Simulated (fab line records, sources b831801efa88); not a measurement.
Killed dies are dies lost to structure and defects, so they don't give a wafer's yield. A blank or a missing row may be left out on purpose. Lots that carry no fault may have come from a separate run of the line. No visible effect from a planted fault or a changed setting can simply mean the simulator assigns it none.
Which tool did it? :: flow sky130 :: 18 wafers from 6 lots sampled at 3 of the route's 708 steps

## WHAT THE GAUGES READ, wafer by wafer
SKY_CAPM_THK_MEAS_01.
lot: L473
measured: day 36 17:38
on: film metro-02
CAPM_CVD_00_THK (nm): 15.58 15.78 15.92

lot: L476
measured: day 37 19:27
on: film metro-02
CAPM_CVD_00_THK (nm): 15.39 15.64 15.59

lot: L480
measured: day 38 20:19
on: film metro-02
CAPM_CVD_00_THK (nm): 15.50 15.32 15.37

lot: L484
measured: day 40 05:07
on: film metro-02
CAPM_CVD_00_THK (nm): 15.33 15.62 15.29

lot: L492
measured: day 42 12:48
on: film metro-01
CAPM_CVD_00_THK (nm): 15.43 15.22 15.68

lot: L495
measured: day 43 17:08
on: film metro-01
CAPM_CVD_00_THK (nm): 15.34 15.57 15.84

## EACH LOT AND THE TOOL THAT RAN IT (in order: tool; ch and the chambers of the sampled wafers; start)
lot: L473
SKY_VIA2_STRIP_16: plasma asher-02 ch 0,1, day 36 16:12
SKY_CAPM_CVD_00: pecvd-02 ch 0,2, day 36 17:37

lot: L476
SKY_VIA2_STRIP_16: plasma asher-01 ch 0,1, day 37 18:00
SKY_CAPM_CVD_00: pecvd-02 ch 0,2, day 37 19:25

lot: L480
SKY_VIA2_STRIP_16: plasma asher-03 ch 1, day 38 18:52
SKY_CAPM_CVD_00: pecvd-02 ch 0,2, day 38 20:17

lot: L484
SKY_VIA2_STRIP_16: plasma asher-02 ch 0, day 40 03:35
SKY_CAPM_CVD_00: pecvd-03 ch 0, day 40 05:04

lot: L492
SKY_VIA2_STRIP_16: plasma asher-03 ch 1, day 42 11:21
SKY_CAPM_CVD_00: pecvd-01 ch 0,1,2, day 42 12:47

lot: L495
SKY_VIA2_STRIP_16: plasma asher-02 ch 0,1, day 43 15:41
SKY_CAPM_CVD_00: pecvd-01 ch 1,2, day 43 17:06
- SKY_VIA2_STRIP_16: strips in O2/N2.
- SKY_CAPM_CVD_00: deposits SiO2, target thk 15.5 nm.

## THE ANSWER, worked out from the rows above alone
Rule: the usual values come from the lots themselves. Put in order of their means at a reading, lots are off if they are a third of the lots or fewer, leave a main group of 4 or more, and stand apart from it by a gap of 3 or more times the standard deviation of the main group's means; of several such gaps the widest counts. If all means in a main group match to the digits the tables above print for the reading, that group is not used. Also off: a lot with no number at a reading for which 4 or more lots have one. Any other lot the step has rows for is counted as sound.
Nothing can be told from this: no lot is off at any reading shown.

## WHAT HAD BEEN PUT IN BY THE SIMULATOR
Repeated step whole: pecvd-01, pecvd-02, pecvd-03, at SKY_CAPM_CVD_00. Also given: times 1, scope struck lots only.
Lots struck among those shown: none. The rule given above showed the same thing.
